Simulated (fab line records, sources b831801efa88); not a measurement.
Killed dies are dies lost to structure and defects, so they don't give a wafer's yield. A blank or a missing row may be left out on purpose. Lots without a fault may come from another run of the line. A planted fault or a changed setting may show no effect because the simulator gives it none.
A struck lot beside a sound one | flow sky130 | 15 steps out of a route of 708
Sound: wafers L639.2, L639.4, L639.6. Struck: wafers L630.1, L630.4, L630.6. The cause comes at the end.
At each step with rows: each side's tool, then ch and its chambers, then its first start. Under that, the readings that differ: sound wafers | struck wafers | difference of the means | sigmas: that difference in standard deviations of wafers without a fault.
alike: readings whose means differ by less than 2 such deviations, and words and numbers that are the same on both sides. not compared: withheld readings, readings that some wafer has no value for, bounds like >300 that may hide the same value, and numbers for which the record gives no deviation and whose values overlap.
The two part at a step that has a row with sigmas, a row that says differs or no value, or rows on one side only. Numbers that don't overlap but have no deviation are shown without sigmas and don't part them. A reading that every wafer of one side lacks parts them only if that side has two wafers or more.

first, 3 steps without rows for these wafers: SKY_LDD_LDN_EXPOSE_04 (exposes mask LDNTM, target cd 700 nm); SKY_LDD_LDN_PEB_05; SKY_LDD_LDN_DEVELOP_06 (develop time 60 s).
SKY_LDD_LDN_OVL_MEAS_07:
  sound on overlay-02, day 27 14:24; struck on overlay-01, day 24 14:09
  alike: LDD_LDN_OVL
then, 4 steps without rows for these wafers: SKY_LDD_LDN_IMPLANT_08; SKY_LDD_LDN_IMPLANT_09; SKY_LDD_LDN_IMPLANT_10; SKY_LDD_LDN_IMPLANT_11.
SKY_LDD_LDN_STRIP_12: strips in O2/N2.
  sound on plasma_asher-03 ch 0,1, day 27 15:02; struck on plasma_asher-03 ch 1, day 24 14:58
  reading             | sound          | struck         | difference | sigmas
  o2_flow_sccm (sccm) | 3009 3004 3014 | 2987 2999 2977 | -21        | -2
  alike: drypump_motor_current_A, oes_product_au, strip_time_to_endpoint_s
  not compared: rf_hours_counter_h
SKY_LDD_LDN_TW_MEAS_13:
  sound on film_metro-02, day 27 15:08; struck on film_metro-03, day 24 15:04
  reading    | sound          | struck         | difference | sigmas
  LDD_LDN_TW | 1451 1451 1451 | 1501 1497 1491 | +45        | +2
then, 2 steps without rows for these wafers: SKY_LDD_LDN_CLEAN_14 (cleans in SC1/SC2, time 150 s); SKY_SPACER_CVD_00 (deposits Si3N4 from DCS/NH3, target thk 43.1 nm, time 740 s).
SKY_SPACER_THK_MEAS_01:
  sound on film_metro-02, day 27 16:28; struck on film_metro-01, day 24 17:23
  reading                | sound          | struck         | difference | sigmas
  SPACER_CVD_00_THK (nm) | 42.9 43.0 42.5 | 44.5 44.5 44.3 | +1.6       | +4
SKY_SPACER_ETCHBACK_02: etches Si3N4 in CH3F/O2, stops on SiO2, time 46.7 s, target depth 45 nm.
  sound on rie_diel-03 ch 0,2,3, day 27 16:31; struck on rie_diel-02 ch 0,1,3, day 24 17:26
  alike: bias_w, drypump_motor_current_A, oes_product_au, throttle_valve_pct
  not compared: rf_hours_counter_h
-- the record jumps here: 23 days lie between the struck wafers' starts before and after (it left off in module SPACER and takes up again in module PAD_OPEN, whose first step shown is number 708 of the route) --
SKY_PAD_OPEN_PROBE_99:
  sound on prober-02, day 49 04:13; struck on prober-01, day 47 09:07
  alike: killed_at_M0_to_M3, killed_at_M4_up, killed_at_contacts, killed_at_front_end, killed_at_other, killed_dies, killed_open, killed_short

WHERE THEY PART
First at SKY_LDD_LDN_STRIP_12; last, within this record, at SKY_SPACER_THK_MEAS_01. Later steps at which nothing parts them and some readings are alike: SKY_SPACER_ETCHBACK_02, SKY_PAD_OPEN_PROBE_99.

WHY: what the simulator had put in
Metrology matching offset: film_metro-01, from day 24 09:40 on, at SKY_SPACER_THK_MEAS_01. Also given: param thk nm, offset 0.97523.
